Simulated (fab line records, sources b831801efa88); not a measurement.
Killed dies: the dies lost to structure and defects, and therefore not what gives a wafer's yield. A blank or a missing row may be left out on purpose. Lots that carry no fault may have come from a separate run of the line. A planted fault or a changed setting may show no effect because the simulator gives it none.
The same fault as seen by 2 desks ; flow sky130 ; numbers are kept per desk, each desk with only its own; the story behind them comes last

## THE METROLOGY DESK
Means of the sampled wafers that have a number, per lot and without regard to the tool the lot ran on: this is what the gauges read. If a lot's mean is further than 4 standard deviations from the usual mean, the lot is out of limits and carries the mark OUT (the distance appears in the brackets).
Columns: A = cd nm at SKY_METAL1_CD_MEAS_15, usual 139.8 nm; B = METAL1_OVL at SKY_METAL1_OVL_MEAS_16, usual 1 nm
lot;first seen here;A;B
L559;day 32 14:01;139.2;-3
L569;day 36 02:40;140.0;5
L570;day 36 14:40;140.8;-6
L572;day 37 03:23;140.6;1
L578;day 38 22:07;139.2;-3
L582;day 40 00:27;139.1;1
This desk's finding: nothing out of limits on any of the 6 lots.

## TOOL OWNER'S DESK, rie metal-03
The tool's own readings at SKY_METAL1_METAL_ETCH_19 (etches the open film in Cl2/BCl3, stops on SiO2, target depth 360 nm, time 78 s): means of the sampled wafers that have a number, for each lot that ran on this tool. If a lot's mean is further than 4 standard deviations from the usual mean, the lot is out of limits and carries the mark OUT (the distance appears in the brackets).
Columns: A = drypump motor current A at SKY_METAL1_METAL_ETCH_19, usual 5.6 A; B = oes product au at SKY_METAL1_METAL_ETCH_19, usual 0.855 a.u.; C = throttle valve pct at SKY_METAL1_METAL_ETCH_19, usual 22.265 %
lot;first seen here;A;B;C
L559;day 32 14:14;5.5;0.852;22.254
L569;day 36 02:53;5.5;0.853;22.265
L570;day 36 15:01;5.9;0.841;22.266
L572;day 37 03:44;5.9;0.847;22.278
L582;day 40 00:42;5.5;0.858;22.269
This desk's finding: nothing out of limits on any of the 5 lots.

## ALL TOGETHER
The metrology desk saw nothing out of limits.
The desk of the tool owner found nothing out of limits.

## WHAT THE SIMULATOR PUT IN
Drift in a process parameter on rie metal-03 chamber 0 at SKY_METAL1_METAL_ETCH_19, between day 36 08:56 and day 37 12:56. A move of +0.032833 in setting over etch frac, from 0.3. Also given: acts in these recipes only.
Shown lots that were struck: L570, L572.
